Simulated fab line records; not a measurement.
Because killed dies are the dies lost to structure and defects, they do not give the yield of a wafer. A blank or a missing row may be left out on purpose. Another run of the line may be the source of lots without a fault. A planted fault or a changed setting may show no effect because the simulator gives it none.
What tool caused it? + flow sky130 + Sampling: 6 lots, 18 wafers, 2 of 708 route steps

WHAT THE GAUGES READ, wafer by wafer
SKY_SD_P_CD_MEAS_07 targets a cd of 380 nm.
| lot  | measured     | on       | cdNm (nm)         |
|------|--------------|----------|-------------------|
| L367 | day 25 18:50 | cdSem-02 | 375.5 376.6 379.4 |
| L371 | day 27 02:07 | cdSem-01 | 379.8 378.0 382.0 |
| L373 | day 28 05:55 | cdSem-02 | 381.8 380.4 382.3 |
| L376 | day 29 07:13 | cdSem-02 | - - -             |
| L387 | day 32 15:58 | cdSem-01 | 381.8 379.0 379.6 |
| L389 | day 33 15:04 | cdSem-02 | 387.0 383.2 386.1 |

EACH LOT AND THE TOOL THAT RAN IT (in order: tool; ch and the chambers of the sampled wafers; start)
| lot  | SKY_SD_P_EXPOSE_04                 |
|------|------------------------------------|
| L367 | ilineStepper-01 ch 0, day 25 04:57 |
| L371 | ilineStepper-02 ch 0, day 26 12:51 |
| L373 | ilineStepper-01 ch 0, day 27 16:14 |
| L376 | ilineStepper-02 ch 0, day 28 16:23 |
| L387 | ilineStepper-02 ch 0, day 32 02:05 |
| L389 | ilineStepper-02 ch 0, day 33 01:58 |
- SKY_SD_P_EXPOSE_04: exposes mask PSDM, target cd 380 nm.

THE ANSWER, worked out from the rows above alone
Rule: usual is defined by the lots themselves. The widest of any qualifying gaps counts: lots, ordered by their means at a reading, are off when they make up no more than a third of the lots, leave a main group of 4 or more, and stand apart from it by 3 or more times the standard deviation of that group's means. The tables above print the reading to a certain number of digits; a main group whose means all agree to those digits is not used. Also off: a lot with no number at a reading for which 4 or more lots have one. All remaining lots with rows at the step are treated as sound.
Off at SKY_SD_P_CD_MEAS_07 (cdNm): L376. Without a number there: L376. Main group: mean 380.8 nm, sd 2.7.
If a tool, at a process step before that reading, ran all the lots that are off and no sound lot after the first of them, it fits. The gauges at SKY_SD_P_CD_MEAS_07 are tried like those tools. None of those tried fits.

WHAT THE SIMULATOR HAD PUT IN
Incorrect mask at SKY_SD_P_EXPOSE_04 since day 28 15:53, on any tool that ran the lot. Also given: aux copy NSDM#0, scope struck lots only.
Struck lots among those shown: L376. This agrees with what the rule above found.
